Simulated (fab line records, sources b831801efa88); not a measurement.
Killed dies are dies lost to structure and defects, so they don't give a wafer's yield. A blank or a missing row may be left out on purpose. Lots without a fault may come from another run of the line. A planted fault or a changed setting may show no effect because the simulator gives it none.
fab line records | flow sky130 | part 2 of 2: steps 30 to 38 of 38
record lots=5 wafers=15 last_day=50
route steps=708 shown VIA4@646 METAL5@661 PASSIVATION@681
lots that met no fault: from a run of the same line without faults
start_h: hours from the record's first day to the start of the lot's first wafer shown | wait_h: hours since the lot's step before | " the same as in the row above | L1.1+2: a row that stands for several wafers | - no value, or no start given | * or withheld: withheld | < > ~ a bound
route shown NAME@n: a module of which the file shows steps, and the number in the route of the first | usual: mean/standard deviation of fault-free wafers | same: alike in all rows | chamber/n: place in a boat | sites: the reading at each site | _std_site: their standard deviation | _edge_site: outer sites' mean less inner sites' | radius_mm: how far each site lies from the wafer's centre | mask NAME#n: copy n | behind: the tool/chamber that last shaped the wafer | hold: why the lot was held/for how many hours/how that ended | device: the transistor (n, p or np) that didn't switch | end of line: the same wafers' tests at the end of the route | a step without rows: its recipe alone | killed: dies lost to structure and defects at the first sort, not the wafer's yield | map: a wafer's dies, x killed, . not, _ none there
set.NAME: the setting as run; set.NAME@STEP: as run at that earlier step | model.NAME: the simulator's own value behind a step, which no gauge read
lots at some steps of the route; a table a step, a row a wafer
services: from which hour (start_h, from the record's first day; less than 0 if before it) a tool's chamber was out of use, for how many hours, and why
## steps
# step SKY_METAL5_DESCUM_14
# recipe chemistry=O2 source_power_w=150 bias_power_w=0 pressure_mtorr=10 temp_c=40 time_s=11
# usual drypump_motor_current_A=5.50/0.3 oes_product_au=1.000/0.0071
# columns lot.wafer tool chamber start_h wait_h drypump_motor_current_A oes_product_au rf_hours_counter_h
L074.2 rie_metal-03 1 1035.02 0.1 5.39 1.003 19
L074.4 " 0 " " 5.14 0.999 -
L074.5 " 0 " " 5.14 0.996 -
L078.1 rie_metal-03 1 1056.92 0.1 5.38 1.006 20
L078.3 " 0 " " 5.14 0.994 -
L078.4 " 1 " " 5.41 1.004 -
L092.1 rie_metal-04 0 1150.05 0.1 5.70 0.996 23
L092.3 " 0 " " 5.71 0.996 -
L092.6 " 1 " " 6.09 1.005 -
L093.2 rie_metal-02 0 1150.77 0.1 5.31 1.011 1
L093.5 " 1 " " 5.33 1.003 -
L093.6 " 0 " " 5.32 1.010 -
L094.1 rie_metal-04 0 1151.77 0.1 5.67 1.000 23
L094.2 " 1 " " 6.05 1.001 14
L094.4 " 0 " " 5.67 1.006 -
# step SKY_METAL5_METAL_ETCH_15
# recipe target_depth_a=12600 stop_on=SiO2 over_etch_frac=0.2 time_s=252 chemistry=Cl2/BCl3 resist_sidewall_deg=86 pressure_mtorr=10 icp_w=900 bias_w=48.5 Cl2_flow_sccm=60 bcl3_flow_sccm=30
# usual drypump_motor_current_A=5.50/0.3 oes_product_au=0.889/0.0074 throttle_valve_pct=22.264/0.0099
# columns lot.wafer tool chamber start_h wait_h drypump_motor_current_A oes_product_au rf_hours_counter_h throttle_valve_pct
L074.2 rie_metal-03 1 1035.06 0.0 5.36 0.879 19 22.271
L074.4 " 0 " " 5.16 0.899 - 22.275
L074.5 " 0 " " 5.16 0.888 - 22.264
L078.1 rie_metal-03 1 1056.96 0.0 5.36 0.898 20 22.265
L078.3 " 0 " " 5.12 0.884 - 22.270
L078.4 " 1 " " 5.37 0.896 - 22.261
L092.1 rie_metal-04 0 1150.08 0.0 5.70 0.895 23 22.256
L092.3 " 0 " " 5.68 0.895 - 22.266
L092.6 " 1 " " 6.05 0.883 - 22.234
L093.2 rie_metal-02 0 1150.81 0.0 5.35 0.882 1 22.271
L093.5 " 1 " " 5.37 0.866 - 22.256
L093.6 " 0 " " 5.33 0.877 - 22.255
L094.1 rie_metal-04 0 1151.80 0.0 5.69 0.883 23 22.251
L094.2 " 1 " " 6.06 0.885 14 22.269
L094.4 " 0 " " 5.70 0.892 - 22.264
# step SKY_METAL5_STRIP_16
# recipe chemistry=O2/N2 power_w=1400 pressure_mtorr=1500 platen_temp_c=withheld o2_flow_sccm=3000 n2_flow_sccm=300 overash_fraction=0.5
# usual drypump_motor_current_A=5.8/0.55 o2_flow_sccm=3000/8.5 oes_product_au=0.710/0.0044 strip_time_to_endpoint_s=13.08/0.095
# columns lot.wafer tool chamber start_h wait_h drypump_motor_current_A o2_flow_sccm oes_product_au rf_hours_counter_h strip_time_to_endpoint_s
L074.2 plasma_asher-04 0 1035.29 0.2 6.6 3007 0.711 88 13.01
L074.4 " 1 " " 5.3 2992 0.715 - 13.08
L074.5 " 1 " " 5.3 2985 0.712 - 13.16
L078.1 plasma_asher-03 0 1057.19 0.2 6.0 3015 0.708 28 13.04
L078.3 " 0 " " 6.0 3006 0.710 - 13.13
L078.4 " 1 " " 5.9 3006 0.709 - 13.08
L092.1 plasma_asher-01 1 1150.32 0.2 6.1 3005 0.713 8 13.21
L092.3 " 0 " " 4.9 2985 0.712 - 13.24
L092.6 " 1 " " 6.1 2988 0.711 - 13.07
L093.2 plasma_asher-04 0 1151.04 0.2 6.6 3007 0.710 99 13.00
L093.5 " 1 " " 5.3 3003 0.710 - 13.08
L093.6 " 0 " " 6.6 2995 0.711 - 13.07
L094.1 plasma_asher-04 1 1152.04 0.2 5.3 2993 0.708 99 12.92
L094.2 " 0 " " 6.6 3008 0.702 99 12.94
L094.4 " 0 " " 6.6 2999 0.714 - 13.00
# step SKY_METAL5_STRIP_17
# recipe chemistry=post_etch_residue_remover time_s=1200 temp_c=72.5
# usual bath_heat_duty_pct=15.5/1.4
# columns lot.wafer tool chamber start_h wait_h bath_heat_duty_pct
L074.2 wet_bench-04 3 1035.39 0.1 14.0
L074.4 " 3 " " 16.3
L074.5 " 3 " " 16.1
L078.1 wet_bench-01 2 1057.29 0.1 16.3
L078.3 " 2 " " 15.4
L078.4 " 2 " " 16.5
L092.1 wet_bench-01 2 1150.42 0.1 13.7
L092.3 " 2 " " 15.5
L092.6 " 2 " " 16.9
L093.2 wet_bench-04 3 1151.14 0.1 15.9
L093.5 " 3 " " 14.9
L093.6 " 3 " " 15.2
L094.1 wet_bench-01 3 1152.14 0.1 16.2
L094.2 " 3 " " 17.7
L094.4 " 3 " " 16.8
# step SKY_METAL5_CLEAN_18
# recipe chemistry=IPA time_s=180 temp_c=25
# usual bath_heat_duty_pct=6.6/0.8
# columns lot.wafer tool chamber start_h wait_h bath_heat_duty_pct
L074.2 wet_bench-04 2 1035.73 0.0 5.8
L074.4 " 2 " " 6.2
L074.5 " 2 " " 5.7
L078.1 wet_bench-04 3 1057.63 0.0 7.5
L078.3 " 3 " " 6.0
L078.4 " 3 " " 6.3
L092.1 wet_bench-04 0 1150.76 0.0 8.1
L092.3 " 0 " " 8.9
L092.6 " 0 " " 8.0
L093.2 wet_bench-01 3 1151.48 0.0 7.3
L093.5 " 3 " " 7.3
L093.6 " 3 " " 7.1
L094.1 wet_bench-04 1 1152.48 0.0 6.3
L094.2 " 1 " " 5.6
L094.4 " 1 " " 6.4
# step SKY_METAL5_CLEAN_19
# recipe chemistry=O3/DIW dry=n2_spin
# columns lot.wafer tool chamber start_h wait_h
L074.2+4+5 wet_bench-04 0 1035.79 0.0
L078.1+3+4 wet_bench-01 1 1057.70 0.0
L092.1+3+6 wet_bench-01 2 1150.82 0.0
L093.2+5+6 wet_bench-03 2 1151.54 0.0
L094.1+2+4 wet_bench-03 2 1152.54 0.0
# step SKY_PASSIVATION_CVD_00
# recipe material=SiO2 target_thk_nm=90 temp_c=400 time_s=withheld rf_w=600
# usual heater_power_outer_w=404/86 heater_power_w=704/110
# columns lot.wafer tool chamber start_h wait_h heater_power_outer_w heater_power_w
L074.2 pecvd-03 2 1035.88 0.0 487 791
L074.4 " 0 " " 470 789
L074.5 " 2 " " 482 780
L078.1 pecvd-01 2 1057.79 0.0 305 526
L078.3 " 0 " " 233 496
L078.4 " 0 " " 236 494
L092.1 pecvd-03 0 1150.91 0.0 415 741
L092.3 " 2 " " 417 677
L092.6 " 2 " " 422 702
L093.2 pecvd-01 1 1151.63 0.0 400 759
L093.5 " 2 " " 365 605
L093.6 " 0 " " 290 575
L094.1 pecvd-04 0 1152.63 0.0 384 709
L094.2 " 2 " " 541 913
L094.4 " 0 " " 390 730
# step SKY_PASSIVATION_THK_MEAS_01
# recipe reads=SiO2_of_PASSIVATION_CVD_00
# usual PASSIVATION_CVD_00_THK=89.9/1.2
# columns lot.wafer tool chamber start_h wait_h PASSIVATION_CVD_00_THK[nm]
L074.2 film_metro-02 - 1035.91 - 88.2
L074.4 " - " " 90.4
L074.5 " - " " 89.4
L078.1 film_metro-02 - 1057.81 - 90.5
L078.3 " - " " 89.2
L078.4 " - " " 91.4
L092.1 film_metro-04 - 1150.93 - 90.2
L092.3 " - " " 88.9
L092.6 " - " " 91.4
L093.2 film_metro-04 - 1151.67 - 91.2
L093.5 " - " " 91.6
L093.6 " - " " 91.2
L094.1 film_metro-04 - 1152.65 - 90.5
L094.2 " - " " 90.7
L094.4 " - " " 91.9
# step SKY_PASSIVATION_CVD_02
# recipe material=Si3N4 target_thk_nm=540 temp_c=400 time_s=withheld rf_w=450
# usual heater_power_outer_w=432/81 heater_power_w=754/100
# columns lot.wafer tool chamber start_h wait_h heater_power_outer_w heater_power_w
L074.2 pecvd-04 1 1035.96 0.0 379 698
L074.4 " 1 " " 404 726
L074.5 " 0 " " 418 768
L078.1 pecvd-04 0 1057.87 0.1 398 743
L078.3 " 1 " " 385 712
L078.4 " 0 " " 409 773
L092.1 pecvd-04 1 1150.99 0.1 379 679
L092.3 " 0 " " 345 683
L092.6 " 0 " " 377 699
L093.2 pecvd-03 2 1151.72 0.0 516 816
L093.5 " 1 " " 567 875
L093.6 " 2 " " 543 873
L094.1 pecvd-01 1 1152.71 0.1 452 817
L094.2 " 0 " " 266 544
L094.4 " 1 " " 456 850
## services
# columns tool chamber start_h hours kind
pvd_sputter-04 - 996.90 1.3 repair
cmp-02 - 997.86 1.8 repair
iline_stepper-01 - 999.01 25.0 repair
iline_stepper-02 - 999.58 6.1 repair
pecvd-01 - 1009.22 2.8 pm
plasma_asher-04 - 1058.49 2.7 repair
pvd_sputter-02 - 1059.14 3.5 repair
iline_stepper-01 - 1061.80 1.3 repair
cvd_w-01 1 1061.87 3.8 repair
pvd_sputter-02 - 1065.89 18.9 repair
rie_metal-04 - 1066.28 0.4 repair
iline_stepper-01 - 1067.50 1.7 pm
cmp-02 - 1084.00 4.0 pm
wet_bench-02 - 1085.23 21.4 repair
cmp-02 - 1090.80 1.2 repair
wet_bench-01 - 1096.49 4.4 pm
pvd_sputter-04 - 1097.90 14.4 repair
pecvd-03 - 1099.12 5.5 pm
pvd_sputter-02 - 1114.70 2.4 repair
pecvd-01 - 1139.61 3.0 repair
pecvd-03 - 1141.28 4.3 pm
pvd_sputter-02 - 1151.21 6.7 repair
iline_stepper-02 - 1151.77 1.7 pm
cvd_w-01 - 1151.77 2.8 pm
